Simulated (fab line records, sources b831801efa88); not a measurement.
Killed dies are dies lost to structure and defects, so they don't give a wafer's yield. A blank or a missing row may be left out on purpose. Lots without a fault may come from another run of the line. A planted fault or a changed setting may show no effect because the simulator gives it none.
Chamber matching | flow gf180mcu | GF_STI_ETCH_13 on rie_diel-03: 4 sister chambers
The step etches the open film in CHF3/O2, stops on Si, target depth 282.31 nm, time 112.9 s. 14 wafers are shown with their chamber, then 7 later ones without.

WAFERS WITH THEIR CHAMBER
wafer  | chamber | drypump_motor_current_A (A) | chf3_flow_sccm (sccm) | oes_product_au (a.u.)
L295.1 | 0       | 5.7                         | 50.06                 | 0.801
L295.2 | 3       | 5.8                         | 49.84                 | 0.807
L295.3 | 1       | 5.2                         | 50.20                 | 0.801
L298.2 | 2       | 5.2                         | 50.16                 | 0.798
L298.3 | 0       | 5.7                         | 49.96                 | 0.802
L298.4 | 3       | 5.8                         | 50.22                 | 0.808
L308.2 | 2       | 5.2                         | 49.97                 | 0.810
L308.5 | 1       | 5.3                         | 50.27                 | 0.796
L308.6 | 0       | 5.7                         | 50.01                 | 0.812
L309.1 | 3       | 5.8                         | 49.89                 | 0.800
L309.3 | 1       | 5.3                         | 50.09                 | 0.800
L309.5 | 0       | 5.7                         | 49.75                 | 0.807
L310.1 | 0       | 5.7                         | 50.03                 | 0.794
L310.5 | 1       | 5.3                         | 49.84                 | 0.806

SIGNATURES (means of the wafers above)
reading                 | chamber 0 | chamber 1 | chamber 2 | chamber 3 | scatter within a chamber
drypump_motor_current_A | 5.700     | 5.275     | 5.200     | 5.800     | 0.0274
chf3_flow_sccm          | 49.9620   | 50.1000   | 50.0650   | 49.9833   | 0.165
oes_product_au          | 0.80320   | 0.80075   | 0.80400   | 0.80500   | 0.00586
Rule: a wafer's distance from a chamber is the root of the sum, over the readings, of the square of ((its reading less the chamber's mean) divided by the reading's scatter). The wafer belongs to the nearest chamber; if the next one is less than 2 further off, it can't be placed. The scatter: the root of (the sum of the squares of (reading less its chamber's mean) over the shown wafers, divided by (wafers less chambers)).

WAFERS WITHOUT THEIR CHAMBER
wafer  | drypump_motor_current_A (A) | chf3_flow_sccm (sccm) | oes_product_au (a.u.)
L310.6 | 5.7                         | 49.99                 | 0.795
L315.2 | 5.9                         | 50.01                 | 0.802
L315.4 | 5.3                         | 50.06                 | 0.807
L315.5 | 5.9                         | 49.97                 | 0.816
L317.1 | 5.8                         | 50.11                 | 0.805
L317.2 | 5.7                         | 49.91                 | 0.807
L317.4 | 5.2                         | 49.92                 | 0.808

WHICH CHAMBER EACH WENT THROUGH
wafer  | from the rows above | in truth
L310.6 | 0                   | 0
L315.2 | 3                   | 3
L315.4 | 1                   | 1
L315.5 | 3                   | 3
L317.1 | 3                   | 3
L317.2 | 0                   | 0
L317.4 | 2                   | 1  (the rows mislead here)
Placed correctly: 6 of 7. Can't be placed from these rows: 0. Placed wrongly: 1.
